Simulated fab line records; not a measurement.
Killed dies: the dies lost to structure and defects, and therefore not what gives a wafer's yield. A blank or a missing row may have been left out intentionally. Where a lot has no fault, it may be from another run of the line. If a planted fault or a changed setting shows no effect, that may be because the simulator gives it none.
Commonality check across tools | flow sky130 | Sample size 10 lots and 30 wafers

REASON IT WAS OPENED
SKY_POLY_GATE_THK_MEAS_21, reading POLY_GATE_OXIDATION_THK: flagged on 2 of 10 lots. Wafers without a fault read 4.02 nm, standard deviation 0.074.
Rule: a lot gets a flag if all its wafers with a number sit over 4 standard deviations from that mean, or if no wafer of it has a number. As for the other lots, they are considered sound.

lot  | measured     | on           | POLY_GATE_OXIDATION_THK (nm), wafer by wafer | flag
L209 | day 17 00:57 | filmMetro-04 | 3.95 4.02 4.00                               | 
L211 | day 18 00:10 | filmMetro-04 | 3.88 4.04 3.98                               | 
L212 | day 18 03:00 | filmMetro-04 | 4.01 4.12 4.13                               | 
L213 | day 18 14:14 | filmMetro-01 | 4.75 4.79 4.72                               | FLAGGED
L214 | day 19 02:36 | filmMetro-03 | 4.56 4.58 4.71                               | FLAGGED
L223 | day 22 04:41 | filmMetro-04 | 4.03 3.97 3.98                               | 
L226 | day 23 09:37 | filmMetro-03 | 4.11 4.12 4.19                               | 
L228 | day 23 20:24 | filmMetro-04 | 3.94 4.11 4.04                               | 
L230 | day 24 13:13 | filmMetro-03 | 4.09 4.08 4.04                               | 
L231 | day 24 21:38 | filmMetro-04 | 4.00 3.91 4.09                               | 
The mean of the flagged lots' numbers is 4.68 nm, +0.67 nm from the usual (+9 standard deviations).

TOOL THAT RAN EACH LOT
Before the reading, the record contains 4 process steps out of a 708-step route. In each cell: the tool, then ch and the chambers that the sampled wafers went through, then the start.
lot  | flag    | SKY_GATE_OXIDE_STRIP_13             | SKY_RES_PROTECT_STRIP_07            | SKY_POLY_GATE_ETCH_15             | SKY_POLY_GATE_OXIDATION_20
L209 |         | plasmaAsher-04 ch 0,1, day 14 08:20 | plasmaAsher-04 ch 0,1, day 15 14:19 | rieDiel-02 ch 0,2,3, day 16 22:31 | furnace-01 ch 0, day 16 23:42
L211 |         | plasmaAsher-04 ch 1, day 15 03:02   | plasmaAsher-01 ch 0,1, day 16 11:43 | rieDiel-04 ch 0,1,2, day 17 18:54 | furnace-01 ch 0, day 17 22:56
L212 |         | plasmaAsher-04 ch 0,1, day 15 07:46 | plasmaAsher-02 ch 0,1, day 16 15:22 | rieDiel-02 ch 1,2, day 17 22:42   | furnace-02 ch 0, day 18 01:44
L213 | FLAGGED | plasmaAsher-03 ch 0,1, day 15 16:41 | plasmaAsher-02 ch 0,1, day 17 02:16 | rieDiel-02 ch 1,2,3, day 18 09:59 | furnace-01 ch 0, day 18 12:59
L214 | FLAGGED | plasmaAsher-02 ch 0,1, day 16 05:41 | plasmaAsher-04 ch 0,1, day 17 14:13 | rieDiel-02 ch 1,2,3, day 18 23:17 | furnace-01 ch 0, day 19 01:21
L223 |         | plasmaAsher-03 ch 0,1, day 19 08:08 | plasmaAsher-01 ch 0,1, day 20 18:07 | rieDiel-01 ch 0,1,3, day 22 02:29 | furnace-01 ch 0, day 22 03:25
L226 |         | plasmaAsher-02 ch 0,1, day 20 11:14 | plasmaAsher-01 ch 0,1, day 21 22:07 | rieDiel-04 ch 0,1, day 23 06:55   | furnace-01 ch 0, day 23 08:22
L228 |         | plasmaAsher-03 ch 0,1, day 21 00:35 | plasmaAsher-04 ch 0,1, day 22 10:13 | rieDiel-01 ch 1,2,3, day 23 18:45 | furnace-02 ch 0, day 23 19:08
L230 |         | plasmaAsher-02 ch 0,1, day 21 18:35 | plasmaAsher-04 ch 0,1, day 23 02:46 | rieDiel-02 ch 0,2,3, day 24 11:34 | furnace-01 ch 0, day 24 11:57
L231 |         | plasmaAsher-04 ch 0,1, day 22 00:20 | plasmaAsher-04 ch 0,1, day 23 09:30 | rieDiel-01 ch 0,3, day 24 18:14   | furnace-01 ch 0, day 24 20:22
What these steps do:
- SKY_GATE_OXIDE_STRIP_13: strips in O2/N2.
- SKY_RES_PROTECT_STRIP_07: strips in O2/N2.
- SKY_POLY_GATE_ETCH_15: etches BARC in N2/H2, stops on SiO2, time 118.5 s, target depth 110 nm.
- SKY_POLY_GATE_OXIDATION_20: stabilise 600 s, purge 300 s, target thk 4 nm.
- SKY_POLY_GATE_THK_MEAS_21

FLAGGED AGAINST TOTAL, ONE TOOL AT A TIME (gauges that did the reading follow at the end)
step                       | tool           | lots run | flagged | share of the flagged lots | sound lots run after its first flagged lot
SKY_GATE_OXIDE_STRIP_13    | plasmaAsher-02 | 3        | 1       | some                      | 2 (L226,L230)
SKY_GATE_OXIDE_STRIP_13    | plasmaAsher-03 | 3        | 1       | some                      | 2 (L223,L228)
SKY_GATE_OXIDE_STRIP_13    | plasmaAsher-04 | 4        | 0       | none                      | -
SKY_RES_PROTECT_STRIP_07   | plasmaAsher-01 | 3        | 0       | none                      | -
SKY_RES_PROTECT_STRIP_07   | plasmaAsher-02 | 2        | 1       | some                      | 0
SKY_RES_PROTECT_STRIP_07   | plasmaAsher-04 | 5        | 1       | some                      | 3 (L228,L230,L231)
SKY_POLY_GATE_ETCH_15      | rieDiel-01     | 3        | 0       | none                      | -
SKY_POLY_GATE_ETCH_15      | rieDiel-02     | 5        | 2       | all                       | 1 (L230)
SKY_POLY_GATE_ETCH_15      | rieDiel-04     | 2        | 0       | none                      | -
SKY_POLY_GATE_OXIDATION_20 | furnace-01     | 8        | 2       | all                       | 4 (L223,L226,L230,L231)
SKY_POLY_GATE_OXIDATION_20 | furnace-02     | 2        | 0       | none                      | -
SKY_POLY_GATE_THK_MEAS_21  | filmMetro-01   | 1        | 1       | some                      | 0
SKY_POLY_GATE_THK_MEAS_21  | filmMetro-03   | 3        | 1       | some                      | 2 (L226,L230)
SKY_POLY_GATE_THK_MEAS_21  | filmMetro-04   | 6        | 0       | none                      | -

THE TABLE: WHAT IT ALLOWS
rieDiel-02 at SKY_POLY_GATE_ETCH_15 and furnace-01 at SKY_POLY_GATE_OXIDATION_20 are the 2 rows of the table that ran each flagged lot.
- rieDiel-02 at SKY_POLY_GATE_ETCH_15: 2 of its 5 lots flagged. Lots that were sound ran on it after the first flagged one (L230); a persistent fault on the entire tool would not allow that.
- furnace-01 at SKY_POLY_GATE_OXIDATION_20: 2 of its 8 lots flagged. Lots that were sound ran on it after the first flagged one (L223, L226, L230, L231); a persistent fault on the entire tool would not allow that. Its own readings (spikeTcBottomC, spikeTcCentreC, spikeTcLowerC, spikeTcTopC, spikeTcUpperC, tubeCenterTempC, tube_center_temp_C_max) fall more than 4 standard deviations out on all wafers of the flagged lots.
None of the table's rows ran every flagged lot and, after the first, no sound lot.

WHAT THE SIMULATOR HAD PUT IN
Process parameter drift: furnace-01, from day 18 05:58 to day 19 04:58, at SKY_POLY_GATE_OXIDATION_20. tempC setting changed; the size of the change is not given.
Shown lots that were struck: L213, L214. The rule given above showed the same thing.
